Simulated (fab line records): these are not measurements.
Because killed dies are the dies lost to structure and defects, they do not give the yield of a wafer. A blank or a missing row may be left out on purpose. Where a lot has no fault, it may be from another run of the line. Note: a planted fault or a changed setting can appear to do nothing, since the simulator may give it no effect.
fab line records	flow sky130	part 1 of 2: steps 1 to 21 of 31
record lots=5	wafers=15	last_day=51
route steps=708 shown VIA2@530 METAL3@532 CAPM@537
lots with no fault: from the same line, run without faults
start_h: hours from the record's first day to the start of the lot's first wafer shown	wait_h: hours elapsed since this lot's preceding step	" identical to the entry in the row above	L1.1+2: a single row standing in for several wafers	- no value, or no start given	* or withheld: withheld	< > ~ a bound
route shown NAME@n: NAME is a module with steps in the file, n the number in the route of the first one	usual: mean/standard deviation of fault-free wafers	same: alike in all rows	chamber/n: place in a boat	sites: the reading at each site	_std_site: the standard deviation of these	_edge_site: inner sites' mean taken away from outer sites' mean	radius_mm: for every site, how far away it sits from the centre of the wafer	mask NAME#n: copy n	behind: the last tool/chamber to shape the wafer	hold: the reason the lot was held/the length of the hold in hours/how it ended	device: the transistor (n, p or np) that didn't switch	end of line: the tests these same wafers got at the end of their route	a step without rows: its recipe alone	killed: dies that structure and defects cost at the first sort, which is not the same as the wafer's yield	map: per-die view of a wafer (x killed, . not killed, _ where there is no die)
set.NAME: the setting the step ran with; set.NAME@STEP: the setting that earlier step ran with	model.NAME: the simulator's own value behind a step, which no gauge read
a table for each step, a row for each wafer; lots at some steps of the route
services: the hour from which a tool's chamber was out of use, counted from the record's first day as start_h (under 0 if before that day), plus the number of hours and why
## steps
# step SKY_VIA2_THK_MEAS_23
# recipe thk_meas_gauge=xrf	reads=W_of_VIA2_CVD_21
# usual VIA2_W_THK=430/7.7
lot.wafer	tool	chamber	start_h	wait_h	VIA2_W_THK[nm]
L079.1	film_metro-03	-	878.27	0.1	425
L079.2	"	-	"	"	417
L079.6	"	-	"	"	433
L081.2	film_metro-03	-	903.18	0.1	428
L081.4	"	-	"	"	426
L081.5	"	-	"	"	426
L082.1	film_metro-02	-	913.52	0.1	447
L082.3	"	-	"	"	437
L082.6	"	-	"	"	441
L085.4	film_metro-01	-	921.96	0.1	422
L085.5	"	-	"	"	434
L085.6	"	-	"	"	425
L097.3	film_metro-03	-	1038.80	0.1	423
L097.5	"	-	"	"	419
L097.6	"	-	"	"	430
# step SKY_VIA2_CMP_24
# recipe stop_on=SiO2	t_overpolish_s=20	down_force_psi=3.5	platen_rpm=60	target_thk_nm=0	pad_velocity_m_s=0.94248
# usual edge_zone_pressure_frac=1.000/0.0047	motor_current_A=10.7/1.2	overpolish_run_s=20.000/0.0082	retaining_ring_pressure_frac=0.999/0.005	time_to_endpoint_s=108/3.7
lot.wafer	tool	chamber	start_h	wait_h	edge_zone_pressure_frac	motor_current_A	overpolish_run_s	retaining_ring_pressure_frac	time_to_endpoint_s
L079.1	cmp-02	2	878.33	0.1	0.998	10.6	19.997	0.993	105
L079.2	"	3	"	"	0.998	10.3	20.012	1.000	103
L079.6	"	3	"	"	0.999	10.9	20.013	0.997	109
L081.4	cmp-01	0	903.28	0.1	0.998	13.0	20.008	0.995	104
L081.2	"	1	"	"	1.006	10.3	20.014	1.001	103
L081.5	"	3	"	"	1.002	9.6	20.016	1.008	101
L082.3	cmp-01	2	913.58	0.0	1.003	9.5	19.994	1.004	111
L082.1	"	3	"	"	1.011	9.2	20.002	1.010	106
L082.6	"	3	"	"	1.007	9.3	19.994	1.007	107
L085.4	cmp-01	2	921.99	0.0	1.002	9.5	19.990	0.993	107
L085.5	"	2	"	"	1.000	10.0	19.988	0.996	110
L085.6	"	3	"	"	1.003	9.3	19.997	1.003	105
L097.3	cmp-01	0	1038.94	0.1	1.005	13.0	19.999	0.990	109
L097.5	"	2	"	"	0.994	9.8	20.004	1.008	109
L097.6	"	3	"	"	0.997	9.8	20.002	0.998	110
# step SKY_METAL3_SPUTTER_00
# recipe material=Ti	target_thk_nm=15	power_w=3000	time_s=10	chamber_pressure_pa=0.4
# usual chamber_pressure_pa=0.4000/0.00081	throttle_valve_pct=30.3/1.2
lot.wafer	tool	chamber	start_h	wait_h	chamber_pressure_pa	throttle_valve_pct
L079.1	pvd_sputter-01	-	878.63	0.2	0.4001	29.8
L079.2	"	-	"	"	0.3995	30.9
L079.6	"	-	"	"	0.3998	32.6
L081.2	pvd_sputter-02	-	903.53	0.1	0.4006	29.1
L081.4	"	-	"	"	0.4010	30.6
L081.5	"	-	"	"	0.4007	28.9
L082.1	pvd_sputter-01	-	913.88	0.2	0.4007	29.5
L082.3	"	-	"	"	0.3984	32.6
L082.6	"	-	"	"	0.3996	30.6
L085.4	pvd_sputter-02	-	922.29	0.2	0.3991	31.6
L085.5	"	-	"	"	0.4019	29.0
L085.6	"	-	"	"	0.3995	31.6
L097.3	pvd_sputter-04	-	1039.14	0.1	0.4008	31.3
L097.5	"	-	"	"	0.4002	29.6
L097.6	"	-	"	"	0.4009	27.9
# step SKY_METAL3_SPUTTER_01
# recipe material=TiN	target_thk_nm=20	power_w=6500	time_s=16.7	chamber_pressure_pa=0.4
# usual chamber_pressure_pa=0.4000/0.00079	throttle_valve_pct=30.3/1.2
lot.wafer	tool	chamber	start_h	wait_h	chamber_pressure_pa	throttle_valve_pct
L079.1	pvd_sputter-01	-	878.66	0.0	0.4003	29.8
L079.2	"	-	"	"	0.4015	31.0
L079.6	"	-	"	"	0.4007	32.6
L081.2	pvd_sputter-02	-	903.55	0.0	0.4009	28.9
L081.4	"	-	"	"	0.3996	30.3
L081.5	"	-	"	"	0.3995	28.8
L082.1	pvd_sputter-01	-	913.90	0.0	0.4016	29.6
L082.3	"	-	"	"	0.3989	32.8
L082.6	"	-	"	"	0.4008	30.5
L085.4	pvd_sputter-02	-	922.31	0.0	0.4004	31.6
L085.5	"	-	"	"	0.3990	28.8
L085.6	"	-	"	"	0.4002	31.4
L097.3	pvd_sputter-04	-	1039.16	0.0	0.3998	31.1
L097.5	"	-	"	"	0.3994	29.6
L097.6	"	-	"	"	0.3995	27.9
# step SKY_METAL3_SPUTTER_02
# recipe material=AlCu	target_thk_nm=735	power_w=10600	time_s=39.1	chamber_pressure_pa=0.4
# usual chamber_pressure_pa=0.4000/0.0008	throttle_valve_pct=30.3/1.2
lot.wafer	tool	chamber	start_h	wait_h	chamber_pressure_pa	throttle_valve_pct
L079.1	pvd_sputter-01	-	878.68	0.0	0.4011	29.7
L079.2	"	-	"	"	0.4003	30.6
L079.6	"	-	"	"	0.3993	32.5
L081.2	pvd_sputter-02	-	903.58	0.0	0.4001	29.0
L081.4	"	-	"	"	0.4006	30.3
L081.5	"	-	"	"	0.3988	28.9
L082.1	pvd_sputter-01	-	913.93	0.0	0.4001	29.4
L082.3	"	-	"	"	0.4001	33.0
L082.6	"	-	"	"	0.3999	30.5
L085.4	pvd_sputter-02	-	922.34	0.0	0.4010	31.4
L085.5	"	-	"	"	0.3982	29.0
L085.6	"	-	"	"	0.4004	31.6
L097.3	pvd_sputter-04	-	1039.19	0.0	0.3995	31.2
L097.5	"	-	"	"	0.3998	29.5
L097.6	"	-	"	"	0.4007	28.2
# step SKY_METAL3_SPUTTER_03
# recipe material=Ti	target_thk_nm=5	power_w=3000	time_s=3.3	chamber_pressure_pa=0.4
# usual chamber_pressure_pa=0.4000/0.00077	throttle_valve_pct=30.3/1.2
lot.wafer	tool	chamber	start_h	wait_h	chamber_pressure_pa	throttle_valve_pct
L079.1	pvd_sputter-01	-	878.72	0.0	0.4009	29.6
L079.2	"	-	"	"	0.4009	30.9
L079.6	"	-	"	"	0.4005	32.8
L081.2	pvd_sputter-02	-	903.62	0.0	0.4000	28.8
L081.4	"	-	"	"	0.3993	30.1
L081.5	"	-	"	"	0.4004	29.1
L082.1	pvd_sputter-01	-	913.97	0.0	0.3990	29.5
L082.3	"	-	"	"	0.3994	32.7
L082.6	"	-	"	"	0.3990	30.6
L085.4	pvd_sputter-02	-	922.38	0.0	0.4016	31.5
L085.5	"	-	"	"	0.3999	29.2
L085.6	"	-	"	"	0.3997	31.3
L097.3	pvd_sputter-04	-	1039.23	0.0	0.4004	31.1
L097.5	"	-	"	"	0.3989	29.3
L097.6	"	-	"	"	0.4002	28.0
# step SKY_METAL3_SPUTTER_04
# recipe material=TiN	target_thk_nm=70	power_w=6500	time_s=58.3	chamber_pressure_pa=0.4
# usual chamber_pressure_pa=0.4000/0.00082	throttle_valve_pct=30.3/1.2
lot.wafer	tool	chamber	start_h	wait_h	chamber_pressure_pa	throttle_valve_pct
L079.1	pvd_sputter-01	-	878.74	0.0	0.4018	29.3
L079.2	"	-	"	"	0.4003	31.2
L079.6	"	-	"	"	0.3998	32.5
L081.2	pvd_sputter-02	-	903.64	0.0	0.4003	29.0
L081.4	"	-	"	"	0.4005	30.3
L081.5	"	-	"	"	0.3993	28.9
L082.1	pvd_sputter-01	-	913.99	0.0	0.4011	29.6
L082.3	"	-	"	"	0.4006	32.8
L082.6	"	-	"	"	0.4002	30.7
L085.4	pvd_sputter-02	-	922.39	0.0	0.4003	31.1
L085.5	"	-	"	"	0.4005	28.9
L085.6	"	-	"	"	0.4007	31.8
L097.3	pvd_sputter-04	-	1039.24	0.0	0.3992	31.2
L097.5	"	-	"	"	0.4012	29.7
L097.6	"	-	"	"	0.4001	27.7
# step SKY_CAPM_CVD_00
# recipe material=SiO2	target_thk_nm=15.5	temp_c=400	time_s=withheld	rf_w=450
# usual heater_power_w=710/97
lot.wafer	tool	chamber	start_h	wait_h	heater_power_w
L079.1	pecvd-02	0	878.79	0.0	888
L079.2	"	1	"	"	753
L079.6	"	1	"	"	751
L081.2	pecvd-04	0	903.69	0.0	626
L081.4	"	2	"	"	879
L081.5	"	0	"	"	621
L082.1	pecvd-04	1	914.04	0.0	594
L082.3	"	0	"	"	618
L082.6	"	2	"	"	850
L085.4	pecvd-04	1	922.45	0.0	586
L085.5	"	0	"	"	679
L085.6	"	2	"	"	885
L097.3	pecvd-03	0	1039.29	0.0	641
L097.5	"	2	"	"	609
L097.6	"	0	"	"	628
# step SKY_CAPM_THK_MEAS_01
# recipe reads=SiO2_of_CAPM_CVD_00
# usual CAPM_CVD_00_THK=15.54/0.22
lot.wafer	tool	chamber	start_h	wait_h	CAPM_CVD_00_THK[nm]
L079.1	film_metro-03	-	878.81	-	15.76
L079.2	"	-	"	"	15.81
L079.6	"	-	"	"	15.82
L081.2	film_metro-04	-	903.72	-	15.37
L081.4	"	-	"	"	15.70
L081.5	"	-	"	"	15.43
L082.1	film_metro-01	-	914.08	-	15.56
L082.3	"	-	"	"	15.66
L082.6	"	-	"	"	15.89
L085.4	film_metro-04	-	922.49	-	15.78
L085.5	"	-	"	"	15.48
L085.6	"	-	"	"	15.56
L097.3	film_metro-01	-	1039.34	-	15.61
L097.5	"	-	"	"	15.81
L097.6	"	-	"	"	15.85
# step SKY_CAPM_SPUTTER_02
# recipe material=TiN	target_thk_nm=200	temp_c=300	power_w=6500	time_s=166.7	chamber_pressure_pa=0.4
# usual chamber_pressure_pa=0.3999/0.00071	substrate_temp_c=300.03/0.17	throttle_valve_pct=30.1/1.1
lot.wafer	tool	chamber	start_h	wait_h	chamber_pressure_pa	substrate_temp_c	throttle_valve_pct
L079.1	pvd_sputter-04	-	878.87	0.1	0.3995	299.98	27.9
L079.2	"	-	"	"	0.4004	300.07	29.5
L079.6	"	-	"	"	0.3999	300.18	29.7
L081.2	pvd_sputter-03	-	903.77	0.0	0.4011	299.98	28.6
L081.4	"	-	"	"	0.4008	300.02	29.9
L081.5	"	-	"	"	0.3996	299.89	30.1
L082.1	pvd_sputter-03	-	914.14	0.1	0.3992	299.97	31.0
L082.3	"	-	"	"	0.4003	299.88	28.7
L082.6	"	-	"	"	0.3991	300.13	30.9
L085.4	pvd_sputter-04	-	922.52	0.0	0.4007	300.12	30.0
L085.5	"	-	"	"	0.4006	299.94	31.3
L085.6	"	-	"	"	0.3995	300.16	29.6
L097.3	pvd_sputter-03	-	1039.38	0.0	0.4009	300.04	28.5
L097.5	"	-	"	"	0.3985	300.05	30.7
L097.6	"	-	"	"	0.4004	300.31	28.6
# step SKY_CAPM_RS_MEAS_03
# recipe thk_meas_gauge=four-point-probe	reads=TiN_of_CAPM_SPUTTER_02
# usual CAPM_TIN_RS=6.91/0.077
lot.wafer	tool	chamber	start_h	wait_h	CAPM_TIN_RS[ohm/sq]
L079.1	film_metro-04	-	878.98	0.1	7.06
L079.2	"	-	"	"	7.01
L079.6	"	-	"	"	6.97
L081.2	film_metro-03	-	903.90	0.1	6.97
L081.4	"	-	"	"	6.97
L081.5	"	-	"	"	7.00
L082.1	film_metro-03	-	914.25	0.1	6.86
L082.3	"	-	"	"	6.89
L082.6	"	-	"	"	6.86
L085.4	film_metro-01	-	922.69	0.1	6.89
L085.5	"	-	"	"	6.93
L085.6	"	-	"	"	7.05
L097.3	film_metro-01	-	1039.52	0.1	6.87
L097.5	"	-	"	"	6.86
L097.6	"	-	"	"	6.83
# step SKY_CAPM_THK_MEAS_04
# recipe thk_meas_gauge=xrf	reads=TiN_of_CAPM_SPUTTER_02
# usual CAPM_TIN_THK=201.1/2.5
lot.wafer	tool	chamber	start_h	wait_h	CAPM_TIN_THK[nm]
L079.1	film_metro-04	-	879.10	0.1	196.1
L079.2	"	-	"	"	197.0
L079.6	"	-	"	"	199.4
L081.2	film_metro-03	-	904.01	0.1	200.1
L081.4	"	-	"	"	200.4
L081.5	"	-	"	"	199.9
L082.1	film_metro-03	-	914.37	0.1	203.1
L082.3	"	-	"	"	203.0
L082.6	"	-	"	"	203.3
L085.4	film_metro-01	-	922.78	0.1	201.1
L085.5	"	-	"	"	200.3
L085.6	"	-	"	"	197.3
L097.3	film_metro-01	-	1039.62	0.1	201.6
L097.5	"	-	"	"	202.2
L097.6	"	-	"	"	202.5
# step SKY_CAPM_DEHYDRATE_05
# recipe temp_c=200	time_s=60
# usual chill_plate_temp_C=23.00/0.088	plate_temp_C=200.02/0.16
lot.wafer	tool	chamber	start_h	wait_h	chill_plate_temp_C	plate_temp_C
L079.1	litho_track-03	0	891.56	12.5	22.88	200.37
L079.2	"	0	"	"	22.84	200.29
L079.6	"	0	"	"	22.91	200.10
L081.2	litho_track-02	0	916.00	12.0	23.04	199.99
L081.4	"	0	"	"	23.12	200.06
L081.5	"	0	"	"	23.08	200.02
L082.1	litho_track-04	0	926.11	11.7	22.96	200.09
L082.3	"	0	"	"	22.96	200.08
L082.6	"	0	"	"	23.04	200.09
L085.4	litho_track-02	0	933.40	10.6	23.03	199.88
L085.5	"	0	"	"	23.07	200.12
L085.6	"	0	"	"	23.09	200.27
L097.3	litho_track-04	0	1048.56	8.9	22.89	199.86
L097.5	"	0	"	"	23.11	200.17
L097.6	"	0	"	"	23.00	200.06
# step SKY_CAPM_HMDS_06
# recipe prime_time_s=60	prime_temp_c=120
# usual chill_plate_temp_C=23.00/0.1
lot.wafer	tool	chamber	start_h	wait_h	chill_plate_temp_C
L079.1	litho_track-03	0	891.71	0.1	23.15
L079.2	"	0	"	"	23.02
L079.6	"	0	"	"	23.01
L081.2	litho_track-02	0	916.15	0.1	22.94
L081.4	"	0	"	"	22.99
L081.5	"	0	"	"	23.01
L082.1	litho_track-04	0	926.26	0.1	23.03
L082.3	"	0	"	"	22.92
L082.6	"	0	"	"	22.85
L085.4	litho_track-02	0	933.55	0.1	23.02
L085.5	"	0	"	"	23.12
L085.6	"	0	"	"	22.89
L097.3	litho_track-04	0	1048.71	0.1	22.85
L097.5	"	0	"	"	22.93
L097.6	"	0	"	"	22.96
# step SKY_CAPM_COAT_07
# recipe resist=NOVOLAK	spin_rpm=3000	resist_thk_nm=1140
# usual chill_plate_temp_C=23.00/0.11	spin_speed_rpm=3000.3/1.9
lot.wafer	tool	chamber	start_h	wait_h	chill_plate_temp_C	spin_speed_rpm
L079.1	litho_track-03	0	891.86	0.1	23.00	3002.6
L079.2	"	0	"	"	22.98	3000.2
L079.6	"	0	"	"	22.98	2997.0
L081.2	litho_track-02	0	916.30	0.1	23.05	3001.4
L081.4	"	0	"	"	22.99	3001.0
L081.5	"	0	"	"	22.86	3003.1
L082.1	litho_track-04	0	926.41	0.1	23.10	2999.3
L082.3	"	0	"	"	23.27	2993.8
L082.6	"	0	"	"	23.15	3000.7
L085.4	litho_track-02	0	933.70	0.1	23.22	3001.0
L085.5	"	0	"	"	23.27	2999.2
L085.6	"	0	"	"	23.04	2998.7
L097.3	litho_track-04	0	1048.86	0.1	22.82	3000.7
L097.5	"	0	"	"	22.95	3001.6
L097.6	"	0	"	"	22.90	3004.1
# step SKY_CAPM_SOFTBAKE_08
# recipe temp_c=90	time_s=60	resist=NOVOLAK
# usual chill_plate_temp_C=23.01/0.11	plate_temp_C=90.01/0.14
lot.wafer	tool	chamber	start_h	wait_h	chill_plate_temp_C	plate_temp_C
L079.1	litho_track-03	0	892.01	0.1	23.06	90.00
L079.2	"	0	"	"	23.03	90.06
L079.6	"	0	"	"	23.00	90.12
L081.2	litho_track-02	0	916.45	0.1	22.96	89.93
L081.4	"	0	"	"	23.03	89.89
L081.5	"	0	"	"	22.93	90.00
L082.1	litho_track-04	0	926.56	0.1	22.86	89.93
L082.3	"	0	"	"	22.98	89.97
L082.6	"	0	"	"	22.78	90.02
L085.4	litho_track-02	0	933.85	0.1	23.03	90.02
L085.5	"	0	"	"	22.98	90.08
L085.6	"	0	"	"	23.08	89.96
L097.3	litho_track-04	0	1049.01	0.1	23.03	90.40
L097.5	"	0	"	"	23.09	90.34
L097.6	"	0	"	"	23.04	90.23
# step SKY_CAPM_EXPOSE_09
# recipe mask_id=CAPM	na=0.6	source_shape=conventional	sigma_outer=0.6	polarization=unpolarized	target_cd_nm=1000	dose_mj=159
# usual exposure_dose_mJ_cm2=159.01/0.13
lot.wafer	tool	chamber	start_h	wait_h	mask	exposure_dose_mJ_cm2
L079.1	iline_stepper-01	0	-	-	CAPM#0	159.13
L079.2	"	0	"	"	CAPM#0	159.07
L079.6	"	0	"	"	CAPM#0	159.21
L081.2	iline_stepper-01	0	-	-	CAPM#0	158.95
L081.4	"	0	"	"	CAPM#0	159.12
L081.5	"	0	"	"	CAPM#0	158.84
L082.1	iline_stepper-02	0	-	-	CAPM#0	158.95
L082.3	"	0	"	"	CAPM#0	158.91
L082.6	"	0	"	"	CAPM#0	159.07
L085.4	iline_stepper-01	0	-	-	CAPM#0	159.07
L085.5	"	0	"	"	CAPM#0	158.96
L085.6	"	0	"	"	CAPM#0	159.25
L097.3	iline_stepper-02	0	-	-	CAPM#0	158.94
L097.5	"	0	"	"	CAPM#0	159.05
L097.6	"	0	"	"	CAPM#0	159.03
# step SKY_CAPM_PEB_10
# recipe temp_c=withheld	time_s=*	resist=NOVOLAK
# usual chill_plate_temp_C=*
lot.wafer	tool	chamber	start_h	wait_h	chill_plate_temp_C
L079.1	litho_track-02	0	-	-	*
L079.2	"	0	"	"	*
L079.6	"	0	"	"	*
L081.2	litho_track-02	0	-	-	*
L081.4	"	0	"	"	*
L081.5	"	0	"	"	*
L082.1	litho_track-03	0	-	-	*
L082.3	"	0	"	"	*
L082.6	"	0	"	"	*
L085.4	litho_track-04	0	-	-	*
L085.5	"	0	"	"	*
L085.6	"	0	"	"	*
L097.3	litho_track-02	0	-	-	*
L097.5	"	0	"	"	*
L097.6	"	0	"	"	*
# step SKY_CAPM_DEVELOP_11
# recipe resist=NOVOLAK	developer=TMAH	develop_time_s=60	dev_temp_c=23
# usual chill_plate_temp_C=23.00/0.11
lot.wafer	tool	chamber	start_h	wait_h	chill_plate_temp_C
L079.1	litho_track-02	0	904.07	0.1	22.93
L079.2	"	0	"	"	22.83
L079.6	"	0	"	"	23.05
L081.2	litho_track-02	0	928.50	0.1	23.03
L081.4	"	0	"	"	23.02
L081.5	"	0	"	"	23.05
L082.1	litho_track-03	0	938.56	0.1	23.01
L082.3	"	0	"	"	22.93
L082.6	"	0	"	"	22.77
L085.4	litho_track-04	0	946.33	0.1	23.00
L085.5	"	0	"	"	22.99
L085.6	"	0	"	"	22.91
L097.3	litho_track-02	0	1060.47	0.1	22.98
L097.5	"	0	"	"	22.97
L097.6	"	0	"	"	22.95
# step SKY_CAPM_OVL_MEAS_12
# usual CAPM_OVL=1.0/1.3
lot.wafer	tool	chamber	start_h	wait_h	CAPM_OVL[nm]
L079.1	overlay-01	-	904.22	0.1	-1.5
L079.2	"	-	"	"	-1.2
L079.6	"	-	"	"	-1.8
L081.2	overlay-01	-	928.63	0.1	0.1
L081.4	"	-	"	"	-0.3
L081.5	"	-	"	"	-1.7
L082.1	overlay-02	-	938.71	0.1	0.2
L082.3	"	-	"	"	1.1
L082.6	"	-	"	"	1.1
L085.4	overlay-02	-	946.43	0.1	1.7
L085.5	"	-	"	"	1.0
L085.6	"	-	"	"	-0.7
L097.3	overlay-02	-	1060.58	0.1	1.5
L097.5	"	-	"	"	3.3
L097.6	"	-	"	"	1.3
# step SKY_CAPM_METAL_ETCH_13
# recipe target_depth_nm=220	stop_on=SiO2	chemistry=Cl2/BCl3	target=TiN	pressure_mtorr=10	icp_w=900	bias_w=48.5	Cl2_flow_sccm=60	bcl3_flow_sccm=30	time_s=62.9
# usual bcl3_flow_sccm=30.00/0.087	drypump_motor_current_A=6.0/0.32	mfc_cl2_sccm=60.00/0.17	oes_product_au=0.941/0.0074	throttle_valve_pct=21.902/0.01
lot.wafer	tool	chamber	start_h	wait_h	bcl3_flow_sccm	drypump_motor_current_A	mfc_cl2_sccm	oes_product_au	rf_hours_counter_h	throttle_valve_pct
L079.1	rie_metal-03	0	904.26	0.0	30.13	5.8	59.94	0.925	2	21.921
L079.2	"	1	"	"	30.15	6.4	60.01	0.933	10	21.903
L079.6	"	0	"	"	30.10	5.9	59.97	0.937	-	21.904
L081.2	rie_metal-01	1	928.66	0.0	30.12	6.2	60.05	0.944	5	21.910
L081.4	"	0	"	"	29.98	5.5	59.99	0.938	-	21.899
L081.5	"	1	"	"	29.92	6.2	60.00	0.936	-	21.907
L082.1	rie_metal-04	1	938.75	0.0	29.91	5.8	59.81	0.940	20	21.899
L082.3	"	0	"	"	29.97	6.0	60.09	0.938	-	21.903
L082.6	"	0	"	"	30.05	6.0	60.02	0.948	-	21.897
L085.4	rie_metal-04	1	946.47	0.0	29.97	5.7	60.03	0.942	-	21.891
L085.5	"	0	"	"	29.90	6.0	60.28	0.935	-	21.899
L085.6	"	1	"	"	30.08	5.8	59.95	0.935	-	21.898
L097.3	rie_metal-04	0	1060.63	0.0	29.86	6.0	60.06	0.948	-	21.903
L097.5	"	1	"	"	30.04	5.7	60.34	0.940	-	21.905
L097.6	"	0	"	"	30.02	6.0	59.94	0.939	-	21.902
